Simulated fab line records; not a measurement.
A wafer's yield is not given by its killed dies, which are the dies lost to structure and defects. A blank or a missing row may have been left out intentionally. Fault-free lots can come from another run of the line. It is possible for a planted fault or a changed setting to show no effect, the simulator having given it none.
Chamber matching || flow sky130 || 4 sister chambers for SKY_CONTACT_ETCH_17 on rie_diel-01
The step etches SiO2 in C4F8/O2/Ar, stops on Si3N4, target depth 340 nm. 4 wafers are shown with their chamber, then 7 later ones without.

== WAFERS WITH THEIR CHAMBER ==
{"wafer": "L661.2", "chamber": 3, "oes_product_au (a.u.)": 0.890}
{"wafer": "L666.1", "chamber": 0, "oes_product_au (a.u.)": 0.889}
{"wafer": "L667.4", "chamber": 2, "oes_product_au (a.u.)": 0.884}
{"wafer": "L668.4", "chamber": 1, "oes_product_au (a.u.)": 0.896}

== WAFERS WITHOUT THEIR CHAMBER ==
{"wafer": "L668.6", "oes_product_au (a.u.)": 0.894}
{"wafer": "L678.1", "oes_product_au (a.u.)": 0.891}
{"wafer": "L678.5", "oes_product_au (a.u.)": 0.885}
{"wafer": "L678.6", "oes_product_au (a.u.)": 0.883}
{"wafer": "L682.1", "oes_product_au (a.u.)": 0.887}
{"wafer": "L682.5", "oes_product_au (a.u.)": 0.890}
{"wafer": "L682.6", "oes_product_au (a.u.)": 0.897}

== THE CHAMBER EACH PASSED THROUGH ==
{"wafer": "L668.6", "from the rows above": "can't be placed: 1 or 3", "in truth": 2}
{"wafer": "L678.1", "from the rows above": "can't be placed: 3 or 0", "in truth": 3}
{"wafer": "L678.5", "from the rows above": 2, "in truth": 2}
{"wafer": "L678.6", "from the rows above": 2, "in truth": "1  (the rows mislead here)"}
{"wafer": "L682.1", "from the rows above": "can't be placed: 0 or 2 or 3", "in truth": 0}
{"wafer": "L682.5", "from the rows above": "can't be placed: 3 or 0", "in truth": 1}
{"wafer": "L682.6", "from the rows above": 1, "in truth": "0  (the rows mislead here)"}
1 of 7 placed correctly. Not placeable from these rows: 4 (in 2, the candidates include the true chamber). Wrongly placed: 2.
How it was worked out, from the rows above alone: a wafer's distance from a chamber is the root of the sum, over the readings, of the square of ((its reading less the chamber's mean) divided by the reading's scatter). If the next closest chamber is less than 2 further off than the closest, the wafer can't be placed; otherwise it belongs to the closest. The mean given for a chamber averages the wafers shown for that chamber. The scatter (one wafer shown for each chamber): square how far every hidden wafer sits from the nearest shown wafer, average those squares and take the square root.
